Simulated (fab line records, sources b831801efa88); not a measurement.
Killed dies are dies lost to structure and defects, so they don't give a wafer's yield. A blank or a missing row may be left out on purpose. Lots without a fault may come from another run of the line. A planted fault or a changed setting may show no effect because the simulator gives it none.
fab line records | flow sky130
record lots=5 wafers=15 last_day=48
route steps=708 shown VIA3@591 METAL4@598 CAP2M@603
lots that met no fault: from a run of the same line without faults
start_h: hours from the record's first day to the start of the lot's first wafer shown | wait_h: hours since the lot's step before | " the same as in the row above | L1.1+2: a row that stands for several wafers | - no value, or no start given | * or withheld: withheld | < > ~ a bound
route shown NAME@n: a module of which the file shows steps, and the number in the route of the first | usual: mean/standard deviation of fault-free wafers | same: alike in all rows | chamber/n: place in a boat | sites: the reading at each site | _std_site: their standard deviation | _edge_site: outer sites' mean less inner sites' | radius_mm: how far each site lies from the wafer's centre | mask NAME#n: copy n | behind: the tool/chamber that last shaped the wafer | hold: why the lot was held/for how many hours/how that ended | device: the transistor (n, p or np) that didn't switch | end of line: the same wafers' tests at the end of the route | a step without rows: its recipe alone | killed: dies lost to structure and defects at the first sort, not the wafer's yield | map: a wafer's dies, x killed, . not, _ none there
set.NAME: the setting as run; set.NAME@STEP: as run at that earlier step | model.NAME: the simulator's own value behind a step, which no gauge read
lots at some steps of the route; a table a step, a row a wafer
services: from which hour (start_h, from the record's first day; less than 0 if before it) a tool's chamber was out of use, for how many hours, and why
## steps
# step SKY_VIA3_CLEAN_18
# recipe chemistry=IPA time_s=180 temp_c=25
# usual bath_heat_duty_pct=6.7/0.75
# same time_s=180
# columns lot.wafer tool chamber start_h wait_h bath_heat_duty_pct
L074.1 wet_bench-04 2 921.71 0.0 7.5
L074.2 " 2 " " 6.0
L074.6 " 2 " " 7.2
L079.2 wet_bench-03 2 957.96 0.0 7.2
L079.3 " 2 " " 6.5
L079.5 " 2 " " 6.9
L081.1 wet_bench-04 3 974.48 0.0 6.1
L081.4 " 3 " " 6.8
L081.5 " 3 " " 5.5
L087.1 wet_bench-04 3 1007.37 0.0 6.0
L087.2 " 3 " " 6.5
L087.6 " 3 " " 6.1
L090.2 wet_bench-03 3 1034.46 0.0 6.5
L090.5 " 3 " " 6.0
L090.6 " 3 " " 6.1
# step SKY_VIA3_CLEAN_19
# recipe chemistry=O3/DIW dry=n2_spin
# columns lot.wafer tool chamber start_h wait_h
L074.1+2+6 wet_bench-01 2 921.77 0.0
L079.2+3+5 wet_bench-04 1 958.09 0.0
L081.1+4+5 wet_bench-01 0 974.54 0.0
L087.1+2+6 wet_bench-01 2 1007.43 0.0
L090.2+5+6 wet_bench-03 3 1034.58 0.0
# step SKY_VIA3_SPUTTER_20
# recipe material=TiN target_thk_nm=20 chamber_pressure_pa=5 power_w=4000 time_s=80
# usual throttle_valve_pct=29.5/1.2
# same time_s=80
# columns lot.wafer tool chamber start_h wait_h throttle_valve_pct
L074.1 pvd_sputter-03 - 921.86 0.0 30.0
L074.2 " - " " 31.3
L074.6 " - " " 31.6
L079.2 pvd_sputter-03 - 958.18 0.0 29.6
L079.3 " - " " 29.2
L079.5 " - " " 29.5
L081.1 pvd_sputter-04 - 974.64 0.0 30.4
L081.4 " - " " 28.8
L081.5 " - " " 30.9
L087.1 pvd_sputter-03 - 1007.52 0.0 29.8
L087.2 " - " " 29.1
L087.6 " - " " 29.8
L090.2 pvd_sputter-03 - 1034.76 0.0 29.1
L090.5 " - " " 29.1
L090.6 " - " " 28.9
# step SKY_VIA3_CVD_21
# recipe material=W target_thk_nm=390 time_s=117.31 temp_c=400 pressure_torr=40
# usual heater_power_w=948/120
# same time_s=117.31
# columns lot.wafer tool chamber start_h wait_h heater_power_w
L074.1 cvd_w-02 0 921.92 0.0 980
L074.2 " 1 " " 768
L074.6 " 0 " " 989
L079.2 cvd_w-01 0 958.24 0.0 1084
L079.3 " 1 " " 877
L079.5 " 1 " " 875
L081.1 cvd_w-02 0 974.70 0.0 998
L081.4 " 1 " " 779
L081.5 " 0 " " 983
L087.1 cvd_w-01 0 1007.58 0.0 1096
L087.2 " 1 " " 908
L087.6 " 0 " " 1084
L090.2 cvd_w-02 1 1034.82 0.0 767
L090.5 " 1 " " 769
L090.6 " 0 " " 981
# step SKY_VIA3_RS_MEAS_22
# recipe thk_meas_gauge=four-point-probe reads=W_of_VIA3_CVD_21+TiN_of_VIA3_SPUTTER_20
# usual VIA3_W_RS=0.294/0.003
# columns lot.wafer tool chamber start_h wait_h VIA3_W_RS[ohm/sq]
L074.1 film_metro-04 - 922.04 0.1 0.295
L074.2 " - " " 0.292
L074.6 " - " " 0.294
L079.2 film_metro-02 - 958.38 0.1 0.298
L079.3 " - " " 0.298
L079.5 " - " " 0.297
L081.1 film_metro-04 - 974.82 0.1 0.295
L081.4 " - " " 0.298
L081.5 " - " " 0.295
L087.1 film_metro-04 - 1007.70 0.1 0.295
L087.2 " - " " 0.297
L087.6 " - " " 0.292
L090.2 film_metro-04 - 1034.97 0.1 0.289
L090.5 " - " " 0.291
L090.6 " - " " 0.293
# step SKY_VIA3_THK_MEAS_23
# recipe thk_meas_gauge=xrf reads=W_of_VIA3_CVD_21
# usual VIA3_W_THK=366/4.7
# columns lot.wafer tool chamber start_h wait_h VIA3_W_THK[nm]
L074.1 film_metro-04 - 922.16 0.1 361
L074.2 " - " " 363
L074.6 " - " " 363
L079.2 film_metro-02 - 958.49 0.1 365
L079.3 " - " " 367
L079.5 " - " " 365
L081.1 film_metro-04 - 974.94 0.1 361
L081.4 " - " " 356
L081.5 " - " " 358
L087.1 film_metro-04 - 1007.82 0.1 362
L087.2 " - " " 360
L087.6 " - " " 365
L090.2 film_metro-04 - 1035.08 0.1 367
L090.5 " - " " 364
L090.6 " - " " 362
# step SKY_VIA3_CMP_24
# recipe stop_on=SiO2 t_overpolish_s=20 down_force_psi=3.5 platen_rpm=60 target_thk_nm=0 pad_velocity_m_s=0.94248
# usual motor_current_A=10.9/1 overpolish_run_s=20.000/0.0086 time_to_endpoint_s=95/3.6
# columns lot.wafer tool chamber start_h wait_h motor_current_A overpolish_run_s time_to_endpoint_s
L074.1 cmp-02 0 922.22 0.1 11.8 19.998 94
L074.2 " 3 " " 10.2 19.993 100
L074.6 " 1 " " 11.4 19.987 96
L079.3 cmp-02 2 958.54 0.0 13.5 19.997 88
L079.2 " 3 " " 10.3 20.000 99
L079.5 " 2 " " 12.6 20.011 91
L081.1 cmp-02 3 975.00 0.1 9.7 19.985 96
L081.4 " 1 " " 11.2 19.993 88
L081.5 " 3 " " 9.4 20.002 97
L087.2 cmp-02 2 1007.88 0.0 12.6 19.997 92
L087.1 " 3 " " 9.4 20.012 97
L087.6 " 2 " " 12.5 20.010 97
L090.2 cmp-02 1 1035.28 0.2 12.1 19.987 89
L090.5 " 2 " " 12.4 20.000 91
L090.6 " 3 " " 10.2 19.990 96
# step SKY_METAL4_SPUTTER_00
# recipe material=Ti target_thk_nm=15 power_w=3000 time_s=10 chamber_pressure_pa=0.4
# usual throttle_valve_pct=29.4/1.4
# same time_s=10
# columns lot.wafer tool chamber start_h wait_h throttle_valve_pct
L074.1 pvd_sputter-01 - 922.52 0.2 28.7
L074.2 " - " " 28.8
L074.6 " - " " 28.7
L079.2 pvd_sputter-02 - 958.84 0.2 30.8
L079.3 " - " " 30.4
L079.5 " - " " 30.7
L081.1 pvd_sputter-01 - 975.30 0.2 29.0
L081.4 " - " " 29.1
L081.5 " - " " 28.3
L087.1 pvd_sputter-02 - 1008.18 0.2 30.6
L087.2 " - " " 30.5
L087.6 " - " " 28.5
L090.2 pvd_sputter-02 - 1035.43 0.1 26.7
L090.5 " - " " 26.8
L090.6 " - " " 30.3
# step SKY_METAL4_SPUTTER_01
# recipe material=TiN target_thk_nm=20 power_w=6500 time_s=16.7 chamber_pressure_pa=0.4
# usual throttle_valve_pct=29.4/1.4
# same time_s=16.7
# columns lot.wafer tool chamber start_h wait_h throttle_valve_pct
L074.1 pvd_sputter-01 - 922.54 0.0 28.9
L074.2 " - " " 28.7
L074.6 " - " " 29.3
L079.2 pvd_sputter-02 - 958.87 0.0 30.8
L079.3 " - " " 30.2
L079.5 " - " " 30.5
L081.1 pvd_sputter-01 - 975.32 0.0 28.9
L081.4 " - " " 28.9
L081.5 " - " " 28.7
L087.1 pvd_sputter-02 - 1008.20 0.0 30.5
L087.2 " - " " 31.1
L087.6 " - " " 28.9
L090.2 pvd_sputter-02 - 1035.45 0.0 26.7
L090.5 " - " " 26.8
L090.6 " - " " 30.1
# step SKY_METAL4_SPUTTER_02
# recipe material=AlCu target_thk_nm=735 power_w=10600 time_s=39.1 chamber_pressure_pa=0.4
# usual throttle_valve_pct=29.4/1.4
# same time_s=39.1
# columns lot.wafer tool chamber start_h wait_h throttle_valve_pct
L074.1 pvd_sputter-01 - 922.57 0.0 29.1
L074.2 " - " " 28.7
L074.6 " - " " 29.0
L079.2 pvd_sputter-02 - 958.89 0.0 30.6
L079.3 " - " " 30.4
L079.5 " - " " 30.4
L081.1 pvd_sputter-01 - 975.35 0.0 28.9
L081.4 " - " " 28.5
L081.5 " - " " 28.7
L087.1 pvd_sputter-02 - 1008.23 0.0 30.4
L087.2 " - " " 30.7
L087.6 " - " " 28.8
L090.2 pvd_sputter-02 - 1035.47 0.0 26.7
L090.5 " - " " 26.8
L090.6 " - " " 30.2
# step SKY_METAL4_SPUTTER_03
# recipe material=Ti target_thk_nm=5 power_w=3000 time_s=3.3 chamber_pressure_pa=0.4
# usual throttle_valve_pct=29.4/1.4
# same time_s=3.3
# columns lot.wafer tool chamber start_h wait_h throttle_valve_pct
L074.1 pvd_sputter-01 - 922.61 0.0 29.0
L074.2 " - " " 28.5
L074.6 " - " " 28.7
L079.2 pvd_sputter-02 - 958.93 0.0 30.5
L079.3 " - " " 30.4
L079.5 " - " " 30.1
L081.1 pvd_sputter-01 - 975.39 0.0 29.1
L081.4 " - " " 28.7
L081.5 " - " " 28.6
L087.1 pvd_sputter-02 - 1008.27 0.0 30.1
L087.2 " - " " 30.7
L087.6 " - " " 28.2
L090.2 pvd_sputter-02 - 1035.51 0.0 27.0
L090.5 " - " " 26.8
L090.6 " - " " 30.6
# step SKY_METAL4_SPUTTER_04
# recipe material=TiN target_thk_nm=70 power_w=6500 time_s=58.3 chamber_pressure_pa=0.4
# usual throttle_valve_pct=29.5/1.4
# same time_s=58.3
# columns lot.wafer tool chamber start_h wait_h throttle_valve_pct
L074.1 pvd_sputter-01 - 922.63 0.0 29.2
L074.2 " - " " 28.8
L074.6 " - " " 29.0
L079.2 pvd_sputter-02 - 958.95 0.0 30.7
L079.3 " - " " 30.3
L079.5 " - " " 30.3
L081.1 pvd_sputter-01 - 975.40 0.0 29.1
L081.4 " - " " 28.9
L081.5 " - " " 28.7
L087.1 pvd_sputter-02 - 1008.29 0.0 30.6
L087.2 " - " " 30.7
L087.6 " - " " 28.6
L090.2 pvd_sputter-02 - 1035.53 0.0 26.8
L090.5 " - " " 26.8
L090.6 " - " " 30.4
# step SKY_CAP2M_CVD_00
# recipe material=SiO2 target_thk_nm=15.5 temp_c=400 time_s=withheld rf_w=450
# usual heater_power_w=660/92
# columns lot.wafer tool chamber start_h wait_h heater_power_w
L074.1 pecvd-03 1 922.68 0.0 609
L074.2 " 2 " " 657
L074.6 " 1 " " 610
L079.2 pecvd-03 0 959.00 0.0 726
L079.3 " 1 " " 613
L079.5 " 1 " " 629
L081.1 pecvd-03 2 975.45 0.0 693
L081.4 " 0 " " 723
L081.5 " 1 " " 587
L087.1 pecvd-01 0 1008.34 0.0 616
L087.2 " 2 " " 688
L087.6 " 1 " " 566
L090.2 pecvd-01 2 1035.58 0.0 706
L090.5 " 2 " " 678
L090.6 " 0 " " 614
# step SKY_CAP2M_THK_MEAS_01
# recipe reads=SiO2_of_CAP2M_CVD_00
# usual CAP2M_CVD_00_THK=15.45/0.22
# columns lot.wafer tool chamber start_h wait_h CAP2M_CVD_00_THK[nm]
L074.1 film_metro-01 - 922.70 - 15.16
L074.2 " - " " 15.17
L074.6 " - " " 15.62
L079.2 film_metro-01 - 959.03 - 15.55
L079.3 " - " " 15.39
L079.5 " - " " 15.73
L081.1 film_metro-03 - 975.47 - 15.41
L081.4 " - " " 15.78
L081.5 " - " " 15.89
L087.1 film_metro-03 - 1008.36 - 15.51
L087.2 " - " " 15.53
L087.6 " - " " 15.52
L090.2 film_metro-01 - 1035.61 - 15.60
L090.5 " - " " 15.74
L090.6 " - " " 15.60
# step SKY_CAP2M_SPUTTER_02
# recipe material=TiN target_thk_nm=200 temp_c=300 power_w=6500 time_s=166.7 chamber_pressure_pa=0.4
# usual throttle_valve_pct=29.7/1
# same time_s=166.7
# columns lot.wafer tool chamber start_h wait_h throttle_valve_pct
L074.1 pvd_sputter-04 - 922.76 0.1 30.1
L074.2 " - " " 28.9
L074.6 " - " " 28.8
L079.2 pvd_sputter-03 - 959.08 0.0 30.1
L079.3 " - " " 29.0
L079.5 " - " " 29.9
L081.1 pvd_sputter-04 - 975.53 0.1 28.9
L081.4 " - " " 31.0
L081.5 " - " " 30.3
L087.1 pvd_sputter-03 - 1008.42 0.1 29.8
L087.2 " - " " 29.1
L087.6 " - " " 29.0
L090.2 pvd_sputter-01 - 1035.66 0.0 28.7
L090.5 " - " " 28.9
L090.6 " - " " 28.7
# step SKY_CAP2M_RS_MEAS_03
# recipe thk_meas_gauge=four-point-probe reads=TiN_of_CAP2M_SPUTTER_02
# usual CAP2M_TIN_RS=6.97/0.091
# columns lot.wafer tool chamber start_h wait_h CAP2M_TIN_RS[ohm/sq]
L074.1 film_metro-04 - 922.87 0.1 6.97
L074.2 " - " " 6.99
L074.6 " - " " 7.01
L079.2 film_metro-03 - 959.21 0.1 6.92
L079.3 " - " " 6.90
L079.5 " - " " 6.91
L081.1 film_metro-01 - 975.64 0.1 6.97
L081.4 " - " " 7.00
L081.5 " - " " 6.91
L087.1 film_metro-03 - 1008.53 0.1 6.96
L087.2 " - " " 6.96
L087.6 " - " " 6.94
L090.2 film_metro-04 - 1035.79 0.1 6.73
L090.5 " - " " 6.71
L090.6 " - " " 6.72
# step SKY_CAP2M_THK_MEAS_04
# recipe thk_meas_gauge=xrf reads=TiN_of_CAP2M_SPUTTER_02
# usual CAP2M_TIN_THK=199.3/2.7
# columns lot.wafer tool chamber start_h wait_h CAP2M_TIN_THK[nm]
L074.1 film_metro-04 - 922.99 0.1 201.0
L074.2 " - " " 200.4
L074.6 " - " " 198.5
L079.2 film_metro-03 - 959.32 0.1 198.8
L079.3 " - " " 198.7
L079.5 " - " " 199.2
L081.1 film_metro-01 - 975.76 0.1 200.4
L081.4 " - " " 200.0
L081.5 " - " " 203.6
L087.1 film_metro-03 - 1008.65 0.1 198.8
L087.2 " - " " 199.1
L087.6 " - " " 199.5
L090.2 film_metro-04 - 1035.90 0.1 207.7
L090.5 " - " " 208.3
L090.6 " - " " 207.5
# step SKY_CAP2M_DEHYDRATE_05
# recipe temp_c=200 time_s=60
# same time_s=60
# columns lot.wafer tool chamber start_h wait_h
L074.1+2+6 litho_track-01 0 935.40 12.4
L079.2+3+5 litho_track-04 0 971.66 12.3
L081.1+4+5 litho_track-04 0 986.78 11.0
L087.1+2+6 litho_track-04 0 1018.83 10.2
L090.2+5+6 litho_track-02 0 1046.25 10.3
# step SKY_CAP2M_HMDS_06
# recipe prime_time_s=60 prime_temp_c=120
# usual prime_temp_c=119.97/0.15
# columns lot.wafer tool chamber start_h wait_h prime_temp_c
L074.1 litho_track-01 0 935.55 0.1 119.76
L074.2 " 0 " " 119.97
L074.6 " 0 " " 119.96
L079.2 litho_track-04 0 971.81 0.1 120.07
L079.3 " 0 " " 119.86
L079.5 " 0 " " 120.04
L081.1 litho_track-04 0 986.93 0.1 119.90
L081.4 " 0 " " 119.90
L081.5 " 0 " " 119.95
L087.1 litho_track-04 0 1018.98 0.1 120.05
L087.2 " 0 " " 119.68
L087.6 " 0 " " 119.91
L090.2 litho_track-02 0 1046.40 0.1 120.19
L090.5 " 0 " " 119.85
L090.6 " 0 " " 120.09
# step SKY_CAP2M_COAT_07
# recipe resist=NOVOLAK spin_rpm=3000 resist_thk_nm=1140
# columns lot.wafer tool chamber start_h wait_h
L074.1+2+6 litho_track-01 0 935.70 0.1
L079.2+3+5 litho_track-04 0 971.96 0.1
L081.1+4+5 litho_track-04 0 987.08 0.1
L087.1+2+6 litho_track-04 0 1019.13 0.1
L090.2+5+6 litho_track-02 0 1046.55 0.1
# step SKY_CAP2M_SOFTBAKE_08
# recipe temp_c=90 time_s=60 resist=NOVOLAK
# same time_s=60
# columns lot.wafer tool chamber start_h wait_h
L074.1+2+6 litho_track-01 0 935.85 0.1
L079.2+3+5 litho_track-04 0 972.11 0.1
L081.1+4+5 litho_track-04 0 987.23 0.1
L087.1+2+6 litho_track-04 0 1019.28 0.1
L090.2+5+6 litho_track-02 0 1046.70 0.1
# step SKY_CAP2M_EXPOSE_09
# recipe mask_id=CAP2M na=0.6 source_shape=conventional sigma_outer=0.6 polarization=unpolarized target_cd_nm=1000 dose_mj=159
# same na=0.6
# columns lot.wafer tool chamber start_h wait_h mask
L074.1+2+6 iline_stepper-02 0 - - CAP2M#0
L079.2+3+5 iline_stepper-02 0 - - CAP2M#0
L081.1+4+5 iline_stepper-02 0 - - CAP2M#0
L087.1+2+6 iline_stepper-01 0 - - CAP2M#0
L090.2+5+6 iline_stepper-01 0 - - CAP2M#0
# step SKY_CAP2M_PEB_10
# recipe temp_c=withheld time_s=* resist=NOVOLAK
# same time_s=*
# columns lot.wafer tool chamber start_h wait_h
L074.1+2+6 litho_track-04 0 - -
L079.2+3+5 litho_track-02 0 - -
L081.1+4+5 litho_track-02 0 - -
L087.1+2+6 litho_track-01 0 - -
L090.2+5+6 litho_track-01 0 - -
# step SKY_CAP2M_DEVELOP_11
# recipe resist=NOVOLAK developer=TMAH develop_time_s=60 dev_temp_c=23
# columns lot.wafer tool chamber start_h wait_h
L074.1+2+6 litho_track-04 0 948.78 0.1
L079.2+3+5 litho_track-02 0 983.84 0.1
L081.1+4+5 litho_track-02 0 999.22 0.1
L087.1+2+6 litho_track-01 0 1030.25 0.1
L090.2+5+6 litho_track-01 0 1057.23 0.1
# step SKY_CAP2M_OVL_MEAS_12
# usual CAP2M_OVL=0.6/1.4
# columns lot.wafer tool chamber start_h wait_h CAP2M_OVL[nm]
L074.1 overlay-02 - 948.93 0.1 -1.5
L074.2 " - " " 0.1
L074.6 " - " " 0.0
L079.2 overlay-02 - 983.98 0.1 1.1
L079.3 " - " " 2.5
L079.5 " - " " 1.9
L081.1 overlay-01 - 999.37 0.1 2.2
L081.4 " - " " 2.7
L081.5 " - " " 2.3
L087.1 overlay-01 - 1030.40 0.1 1.0
L087.2 " - " " -0.7
L087.6 " - " " 0.8
L090.2 overlay-02 - 1057.36 0.1 0.3
L090.5 " - " " -1.2
L090.6 " - " " -1.1
# step SKY_CAP2M_METAL_ETCH_13
# recipe target_depth_nm=220 stop_on=SiO2 chemistry=Cl2/BCl3 target=TiN pressure_mtorr=10 icp_w=900 bias_w=48.5 Cl2_flow_sccm=60 bcl3_flow_sccm=30 time_s=62.9
# usual chamber_pressure_mTorr=10.001/0.009 drypump_motor_current_A=6.0/0.39 he_backside_leak_sccm=3.43/0.21 oes_product_au=0.936/0.008 throttle_valve_pct=21.904/0.0091
# same time_s=62.9
# columns lot.wafer tool chamber start_h wait_h chamber_pressure_mTorr drypump_motor_current_A he_backside_leak_sccm oes_product_au rf_hours_counter_h throttle_valve_pct
L074.1 rie_metal-03 1 948.97 0.0 9.994 5.4 3.71 0.928 18 21.910
L074.2 " 0 " " 10.002 6.4 3.25 0.937 2 21.912
L074.6 " 1 " " 9.999 5.3 3.59 0.920 - 21.919
L079.2 rie_metal-03 1 984.01 0.0 10.007 5.4 3.88 0.943 19 21.902
L079.3 " 0 " " 10.016 6.4 3.33 0.934 - 21.907
L079.5 " 0 " " 9.994 6.4 3.25 0.938 - 21.911
L081.1 rie_metal-03 1 999.41 0.0 10.017 5.4 3.43 0.937 20 21.911
L081.4 " 1 " " 10.000 5.4 3.68 0.943 - 21.901
L081.5 " 1 " " 10.008 5.4 3.78 0.942 - 21.910
L087.1 rie_metal-01 0 1030.44 0.0 10.000 5.8 3.46 0.935 18 21.905
L087.2 " 1 " " 10.006 6.4 3.09 0.942 7 21.896
L087.6 " 0 " " 10.003 5.8 3.60 0.938 - 21.893
L090.2 rie_metal-02 0 1057.39 0.0 10.018 5.7 3.43 0.954 18 21.895
L090.5 " 0 " " 10.000 5.7 3.28 0.958 - 21.894
L090.6 " 1 " " 10.004 6.2 3.63 0.955 - 21.887
# step SKY_CAP2M_STRIP_14
# recipe chemistry=O2/N2 power_w=1400 pressure_mtorr=1500 platen_temp_c=withheld o2_flow_sccm=3000 n2_flow_sccm=300 overash_fraction=0.5
# usual chamber_pressure_mTorr=1500.2/1.3 drypump_motor_current_A=5.7/0.46 n2_flow_sccm=300.1/0.82 oes_product_au=0.711/0.0043 strip_time_to_endpoint_s=12.63/0.043
# columns lot.wafer tool chamber start_h wait_h chamber_pressure_mTorr drypump_motor_current_A n2_flow_sccm oes_product_au rf_hours_counter_h strip_time_to_endpoint_s
L074.1 plasma_asher-03 1 949.04 0.1 1499.5 5.7 299.8 0.718 83 12.58
L074.2 " 0 " " 1499.1 5.8 300.4 0.713 83 12.55
L074.6 " 0 " " 1500.6 5.8 300.6 0.711 - 12.59
L079.2 plasma_asher-01 1 984.08 0.1 1502.2 5.0 301.5 0.706 24 12.71
L079.3 " 1 " " 1501.0 5.0 299.9 0.714 - 12.66
L079.5 " 1 " " 1501.4 5.0 300.6 0.706 - 12.67
L081.1 plasma_asher-02 0 999.48 0.1 1500.8 6.1 299.2 0.711 113 12.64
L081.4 " 0 " " 1500.1 6.1 300.0 0.710 - 12.64
L081.5 " 1 " " 1501.5 5.4 300.0 0.708 - 12.66
L087.1 plasma_asher-03 0 1030.51 0.1 1498.3 5.8 298.3 0.708 90 12.66
L087.2 " 1 " " 1499.9 5.7 298.2 0.706 90 12.64
L087.6 " 1 " " 1502.0 5.7 298.4 0.716 - 12.65
L090.2 plasma_asher-03 0 1057.46 0.1 1499.6 5.8 300.2 0.716 93 12.71
L090.5 " 1 " " 1500.3 5.7 299.6 0.706 - 12.75
L090.6 " 0 " " 1502.0 5.8 301.0 0.707 - 12.70
# step SKY_CAP2M_STRIP_15
# recipe chemistry=post_etch_residue_remover time_s=1200 temp_c=72.5
# usual bath_heat_duty_pct=14.8/1.4
# same time_s=1200
# columns lot.wafer tool chamber start_h wait_h bath_heat_duty_pct
L074.1 wet_bench-01 0 949.14 0.1 16.8
L074.2 " 0 " " 15.8
L074.6 " 0 " " 16.0
L079.2 wet_bench-03 2 984.18 0.1 15.0
L079.3 " 2 " " 16.2
L079.5 " 2 " " 15.7
L081.1 wet_bench-01 1 999.58 0.1 16.7
L081.4 " 1 " " 17.0
L081.5 " 1 " " 15.8
L087.1 wet_bench-01 1 1030.61 0.1 15.7
L087.2 " 1 " " 14.7
L087.6 " 1 " " 16.6
L090.2 wet_bench-02 1 1057.56 0.1 13.4
L090.5 " 1 " " 13.3
L090.6 " 1 " " 12.4
# step SKY_CAP2M_CLEAN_16
# recipe chemistry=IPA time_s=180 temp_c=25
# usual bath_heat_duty_pct=6.5/0.77
# same time_s=180
# columns lot.wafer tool chamber start_h wait_h bath_heat_duty_pct
L074.1 wet_bench-02 3 949.52 0.0 7.7
L074.2 " 3 " " 7.9
L074.6 " 3 " " 7.3
L079.2 wet_bench-01 2 984.56 0.0 5.5
L079.3 " 2 " " 6.2
L079.5 " 2 " " 6.4
L081.1 wet_bench-03 1 999.92 0.0 6.6
L081.4 " 1 " " 6.2
L081.5 " 1 " " 6.4
L087.1 wet_bench-01 1 1030.99 0.0 6.9
L087.2 " 1 " " 7.4
L087.6 " 1 " " 8.2
L090.2 wet_bench-03 2 1057.91 0.0 5.9
L090.5 " 2 " " 7.7
L090.6 " 2 " " 7.2
# step SKY_CAP2M_CLEAN_17
# recipe chemistry=O3/DIW dry=n2_spin
# columns lot.wafer tool chamber start_h wait_h
L074.1+2+6 wet_bench-03 1 949.57 0.0
L079.2+3+5 wet_bench-02 0 984.67 0.0
L081.1+4+5 wet_bench-02 2 999.98 0.0
L087.1+2+6 wet_bench-01 3 1031.05 0.0
L090.2+5+6 wet_bench-01 3 1057.96 0.0
# step SKY_METAL4_DEHYDRATE_05
# recipe temp_c=200 time_s=60
# same time_s=60
# columns lot.wafer tool chamber start_h wait_h
L074.1+2+6 litho_track-04 0 961.78 12.0
L079.2+3+5 litho_track-02 0 996.09 11.3
L081.1+4+5 litho_track-03 0 1010.12 10.0
L087.1+2+6 litho_track-02 0 1041.37 10.2
L090.2+5+6 litho_track-04 0 1067.86 9.8
# step SKY_METAL4_HMDS_06
# recipe prime_time_s=60 prime_temp_c=120
# usual prime_temp_c=119.98/0.14
# columns lot.wafer tool chamber start_h wait_h prime_temp_c
L074.1 litho_track-04 0 961.93 0.1 119.65
L074.2 " 0 " " 119.88
L074.6 " 0 " " 119.80
L079.2 litho_track-02 0 996.24 0.1 119.96
L079.3 " 0 " " 119.83
L079.5 " 0 " " 119.85
L081.1 litho_track-03 0 1010.27 0.1 119.87
L081.4 " 0 " " 119.92
L081.5 " 0 " " 119.80
L087.1 litho_track-02 0 1041.52 0.1 119.82
L087.2 " 0 " " 119.72
L087.6 " 0 " " 119.80
L090.2 litho_track-04 0 1068.01 0.1 120.22
L090.5 " 0 " " 120.03
L090.6 " 0 " " 120.05
# step SKY_METAL4_COAT_07
# recipe resist=BARC temp_c=withheld time_s=withheld spin_rpm=3000 resist_thk_nm=60
# columns lot.wafer tool chamber start_h wait_h
L074.1+2+6 litho_track-04 0 962.08 0.1
L079.2+3+5 litho_track-02 0 996.39 0.1
L081.1+4+5 litho_track-03 0 1010.42 0.1
L087.1+2+6 litho_track-02 0 1041.67 0.1
L090.2+5+6 litho_track-04 0 1068.16 0.1
# step SKY_METAL4_COAT_08
# recipe resist=KrF-thick spin_rpm=3000 resist_thk_nm=1140
# columns lot.wafer tool chamber start_h wait_h
L074.1+2+6 litho_track-04 0 - -
L079.2+3+5 litho_track-02 0 - -
L081.1+4+5 litho_track-03 0 - -
L087.1+2+6 litho_track-02 0 - -
L090.2+5+6 litho_track-04 0 - -
# step SKY_METAL4_SOFTBAKE_09
# recipe temp_c=100 time_s=90 resist=KrF-thick
# same time_s=90
# columns lot.wafer tool chamber start_h wait_h
L074.1+2+6 litho_track-04 0 - -
L079.2+3+5 litho_track-02 0 - -
L081.1+4+5 litho_track-03 0 - -
L087.1+2+6 litho_track-02 0 - -
L090.2+5+6 litho_track-04 0 - -
# step SKY_METAL4_EXPOSE_10
# recipe mask_id=MM4 na=0.68 source_shape=annular sigma_inner=0.4 sigma_outer=0.8 target_cd_nm=300 dose_mj=28
# same na=0.68
# columns lot.wafer tool chamber start_h wait_h mask
L074.1+2+6 krf_scanner-02 0 - - MM4#0
L079.2+3+5 krf_scanner-01 0 - - MM4#0
L081.1+4+5 krf_scanner-02 0 - - MM4#0
L087.1+2+6 krf_scanner-01 0 - - MM4#0
L090.2+5+6 krf_scanner-01 0 - - MM4#0
# step SKY_METAL4_PEB_11
# recipe peb_temp_c=withheld peb_time_s=withheld resist=KrF-thick
# columns lot.wafer tool chamber start_h wait_h
L074.1+2+6 litho_track-04 0 - -
L079.2+3+5 litho_track-02 0 - -
L081.1+4+5 litho_track-04 0 - -
L087.1+2+6 litho_track-02 0 - -
L090.2+5+6 litho_track-02 0 - -
# step SKY_METAL4_DEVELOP_12
# recipe develop_time_s=60 resist=KrF-thick dev_temp_c=21
# columns lot.wafer tool chamber start_h wait_h
L074.1+2+6 litho_track-04 0 - -
L079.2+3+5 litho_track-02 0 - -
L081.1+4+5 litho_track-04 0 - -
L087.1+2+6 litho_track-02 0 - -
L090.2+5+6 litho_track-02 0 - -
# step SKY_METAL4_CD_MEAS_13
# recipe target_cd_nm=300
# usual cd_nm=299.5/1.6
# columns lot.wafer tool chamber start_h wait_h cd_nm
L074.1 cd_sem-01 - 975.08 - 300.9
L074.2 " - " " 299.5
L074.6 " - " " 300.1
L079.2 cd_sem-01 - 1007.84 - 299.4
L079.3 " - " " 298.5
L079.5 " - " " 298.3
L081.1 cd_sem-02 - 1022.18 - 298.5
L081.4 " - " " 299.4
L081.5 " - " " 299.2
L087.1 cd_sem-02 - 1052.97 - 296.1
L087.2 " - " " 296.0
L087.6 " - " " 296.3
L090.2 cd_sem-02 - 1078.54 - 295.9
L090.5 " - " " 296.8
L090.6 " - " " 297.4
# step SKY_METAL4_OVL_MEAS_14
# usual METAL4_OVL=-3/5.9
# columns lot.wafer tool chamber start_h wait_h METAL4_OVL[nm]
L074.1 overlay-01 - 975.20 0.1 7
L074.2 " - " " 4
L074.6 " - " " 4
L079.2 overlay-01 - 1007.95 0.1 -7
L079.3 " - " " 0
L079.5 " - " " 4
L081.1 overlay-01 - 1022.30 0.1 2
L081.4 " - " " -8
L081.5 " - " " -5
L087.1 overlay-01 - 1053.09 0.1 -7
L087.2 " - " " -4
L087.6 " - " " -4
L090.2 overlay-02 - 1078.65 0.1 4
L090.5 " - " " 0
L090.6 " - " " 1
## services
# columns tool chamber start_h hours kind
wet_bench-01 - 899.66 4.4 pm
cvd_w-02 - 904.00 14.0 pm
pvd_sputter-04 - 906.30 1.9 repair
cmp-02 - 928.71 4.0 pm
plasma_asher-03 - 941.30 4.3 pm
pvd_sputter-03 - 943.49 2.7 repair
cmp-02 - 945.78 5.6 pm
pvd_sputter-02 - 954.50 1.2 repair
cvd_w-02 - 955.93 0.7 repair
krf_scanner-01 - 961.70 0.7 repair
cmp-02 - 969.11 1.8 repair
krf_scanner-01 - 983.72 4.0 pm
plasma_asher-03 - 985.70 5.7 repair
krf_scanner-01 - 993.66 0.8 pm
cmp-02 - 995.02 1.7 repair
krf_scanner-01 - 995.53 1.0 pm
cvd_w-02 0 1002.40 5.6 repair
pvd_sputter-01 - 1005.80 7.8 repair
pvd_sputter-02 - 1015.74 3.4 repair
pvd_sputter-01 - 1026.63 2.4 repair
cmp-02 - 1031.30 1.3 repair
pvd_sputter-03 - 1042.99 2.7 repair
pvd_sputter-01 - 1059.60 1.4 repair
pvd_sputter-01 - 1067.74 18.6 repair
## key
fault none
